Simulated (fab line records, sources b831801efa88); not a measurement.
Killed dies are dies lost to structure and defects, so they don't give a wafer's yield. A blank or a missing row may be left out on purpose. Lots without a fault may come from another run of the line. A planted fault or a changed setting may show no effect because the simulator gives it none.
Which tool did it? | flow gf180mcu | 12 lots, 36 wafers sampled, at 6 steps of a route of 602

WHAT THE GAUGES READ, wafer by wafer
GF_VT_IMPLANT_TW_MEAS_43.
lot  | measured     | on            | VT_IMPLANT_4_TW
L453 | day 8 23:53  | film_metro-01 | 692 690 688
L456 | day 9 19:10  | film_metro-01 | 690 687 693
L460 | day 10 19:42 | film_metro-02 | 695 700 696
L463 | day 11 12:49 | film_metro-04 | 680 678 682
L464 | day 11 19:40 | film_metro-04 | 683 678 678
L465 | day 12 01:24 | film_metro-02 | 698 696 695
L468 | day 12 19:58 | film_metro-04 | 678 674 675
L469 | day 13 01:54 | film_metro-04 | 675 676 677
L471 | day 13 12:46 | film_metro-02 | 693 693 694
L473 | day 14 00:00 | film_metro-04 | 670 673 670
L474 | day 14 09:08 | film_metro-02 | 699 700 697
L475 | day 14 11:26 | film_metro-01 | 692 692 692

GF_HV_LDD_OVL_MEAS_08.
lot  | measured     | on         | HV_LDD_OVL (nm)
L453 | day 11 16:41 | overlay-01 | 0.1 0.2 1.5
L456 | day 12 15:08 | overlay-02 | -1.2 -0.8 1.2
L460 | day 13 18:15 | overlay-02 | -2.6 -2.5 -2.6
L463 | day 14 09:47 | overlay-01 | -2.9 -2.4 -1.0
L464 | day 14 23:15 | overlay-02 | -2.1 0.3 -1.0
L465 | day 15 04:39 | overlay-01 | 1.4 1.1 3.4
L468 | day 15 22:44 | overlay-02 | -1.4 -2.3 0.0
L469 | day 16 07:10 | overlay-02 | -0.9 -1.9 -0.9
L471 | day 16 21:47 | overlay-01 | -0.6 -1.7 -0.2
L473 | day 17 05:36 | overlay-01 | -0.2 0.1 1.7
L474 | day 17 20:08 | overlay-02 | -0.5 -0.8 1.6
L475 | day 17 20:15 | overlay-01 | -0.8 -1.4 0.6

GF_HV_LDD_TW_MEAS_11.
lot  | measured     | on            | HV_LDD_TW
L453 | day 11 16:58 | film_metro-04 | 2335 2342 2344
L456 | day 12 15:25 | film_metro-03 | 2354 2351 2346
L460 | day 13 18:32 | film_metro-03 | 2356 2344 2352
L463 | day 14 10:05 | film_metro-02 | 2398 2402 2387
L464 | day 14 23:32 | film_metro-04 | 2106 2111 2118 2095 2092 2106
L465 | day 15 05:03 | film_metro-03 | 2357 2353 2361
L468 | day 15 23:01 | film_metro-03 | 2140 2140 2144 2150 2133 2129
L469 | day 16 07:28 | film_metro-02 | 2397 2407 2383
L471 | day 16 22:04 | film_metro-04 | 2322 2323 2322
L473 | day 17 05:53 | film_metro-02 | 2399 2388 2413
L474 | day 17 20:26 | film_metro-03 | 2344 2345 2339
L475 | day 17 20:33 | film_metro-04 | 2325 2333 2338

GF_HV_LDD_RS_MEAS_53: measures by four-point-probe.
lot  | measured     | on            | HV_LDD_RS (ohm/sq)
L453 | day 14 07:17 | film_metro-02 | 426.5 427.1 426.4
L456 | day 15 09:25 | film_metro-04 | 427.5 427.3 427.1
L460 | day 16 13:36 | film_metro-02 | 427.0 426.2 426.5
L463 | day 17 08:11 | film_metro-04 | 427.8 427.2 426.7
L464 | day 17 22:52 | film_metro-04 | 403.0 402.6 402.8 402.8 402.5 403.0
L465 | day 18 03:57 | film_metro-04 | 427.7 427.7 426.2
L468 | day 19 02:48 | film_metro-02 | 402.0 403.3 402.6 403.0 403.5 402.1
L469 | day 19 11:30 | film_metro-03 | 426.7 427.3 426.9
L471 | day 20 02:27 | film_metro-04 | 426.9 427.4 426.6
L473 | day 20 12:03 | film_metro-04 | 427.5 425.7 426.1
L474 | day 21 02:54 | film_metro-02 | 427.0 427.5 427.1
L475 | day 21 04:09 | film_metro-03 | 426.4 427.1 427.7

WHICH TOOL RAN EACH LOT (tool, then ch and the chambers of the sampled wafers, then the start)
lot  | GF_POLY_GATE_STRIP_14                | GF_HV_LDD_IMPLANT_09
L453 | plasma_asher-02 ch 0,1, day 10 20:04 | implanter-01 ch 0, day 11 16:43
L456 | plasma_asher-04 ch 0,1, day 11 15:41 | implanter-04 ch 0, day 12 15:11
L460 | plasma_asher-02 ch 0,1, day 12 19:09 | implanter-04 ch 0, day 13 18:17
L463 | plasma_asher-01 ch 0,1, day 13 11:19 | implanter-03 ch 0, day 14 09:52
L464 | plasma_asher-02 ch 0,1, day 13 21:26 | implanter-04 ch 0, day 14 23:18
L465 | plasma_asher-04 ch 0,1, day 14 02:47 | implanter-03 ch 0, day 15 04:49
L468 | plasma_asher-02 ch 0,1, day 14 22:26 | implanter-04 ch 0, day 15 22:47
L469 | plasma_asher-02 ch 0,1, day 15 04:29 | implanter-01 ch 0, day 16 07:13
L471 | plasma_asher-04 ch 0, day 15 18:19   | implanter-03 ch 0, day 16 21:50
L473 | plasma_asher-01 ch 0,1, day 16 04:34 | implanter-03 ch 0, day 17 05:39
L474 | plasma_asher-04 ch 0,1, day 16 17:31 | implanter-03 ch 0, day 17 20:14
L475 | plasma_asher-02 ch 0,1, day 16 17:10 | implanter-01 ch 0, day 17 20:20
- GF_POLY_GATE_STRIP_14: strips in O2/N2.
- GF_HV_LDD_IMPLANT_09

WHAT THE TOOLS THEMSELVES READ (means of the sampled wafers that have a number; where no wafer has one, the mark that the record gives instead)
GF_POLY_GATE_STRIP_14.
lot  | tool            | drypump_motor_current_A (A) | heater_power_w (W) | oes_product_au (a.u.)
L453 | plasma_asher-02 | 5.4                         | 317                | 0.504
L456 | plasma_asher-04 | 5.3                         | 371                | 0.505
L460 | plasma_asher-02 | 5.3                         | 320                | 0.512
L463 | plasma_asher-01 | 5.6                         | 411                | 0.511
L464 | plasma_asher-02 | 5.6                         | 341                | 0.503
L465 | plasma_asher-04 | 5.3                         | 366                | 0.506
L468 | plasma_asher-02 | 5.6                         | 341                | 0.508
L469 | plasma_asher-02 | 5.6                         | 338                | 0.503
L471 | plasma_asher-04 | 5.0                         | 333                | 0.507
L473 | plasma_asher-01 | 5.6                         | 434                | 0.506
L474 | plasma_asher-04 | 5.3                         | 375                | 0.509
L475 | plasma_asher-02 | 5.6                         | 342                | 0.505

GF_HV_LDD_IMPLANT_09.
lot  | tool         | tilt_deg (degrees)
L453 | implanter-01 | 6.997
L456 | implanter-04 | 7.006
L460 | implanter-04 | 7.007
L463 | implanter-03 | 6.992
L464 | implanter-04 | -0.010
L465 | implanter-03 | 6.992
L468 | implanter-04 | -0.008
L469 | implanter-01 | 6.962
L471 | implanter-03 | 6.997
L473 | implanter-03 | 7.000
L474 | implanter-03 | 6.999
L475 | implanter-01 | 6.965

THE ANSWER, worked out from the rows above alone
Rule: what is usual is taken from the lots themselves. Put in order of their means at a reading, lots are off if they are a third of the lots or fewer, leave a main group of 4 or more, and stand apart from it by a gap of 3 or more times the standard deviation of the main group's means; of several such gaps the widest counts. A main group whose means are all the same, to the digits that the tables above print for the reading, isn't used. A lot without any number at a reading at which 4 lots or more have one is off too. The other lots that the step has rows for count as sound. The gauges are gone through in route order, then the tools' own readings, and for those a lot's mean is taken as printed above. The first step at which some lot is off is used, and at that step the reading that is off furthest; a lot without a number counts as furthest.
Off: L464, L468, at GF_HV_LDD_TW_MEAS_11 (HV_LDD_TW). The main group: mean 2359, standard deviation 27.
A tool fits if, at a process step before that reading, it ran every lot that is off, and no sound lot after the first of them. The gauges at GF_HV_LDD_TW_MEAS_11 aren't tried: what is off there is off at GF_HV_LDD_IMPLANT_09 too, on other tools, and a gauge's error can't cause that. One fits: implanter-04 at GF_HV_LDD_IMPLANT_09. Its last sound lot is L460 (day 13 18:17), its first lot that is off L464 (day 14 23:18): a fault that began between those two fits.
The tool's own readings at GF_HV_LDD_IMPLANT_09 bear it out: on the lots that are off they differ by more than 5 times the standard deviation of the sound lots' means. tilt_deg reads -0.009 degrees there against 6.992 degrees on the sound lots.

WHAT THE SIMULATOR HAD PUT IN
Process parameter drift: implanter-04, from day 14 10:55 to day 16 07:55, at GF_HV_LDD_IMPLANT_09. Setting tilt_deg, moved by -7, from 7. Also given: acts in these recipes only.
Lots struck among those shown: L464, L468. The rule above found the same.
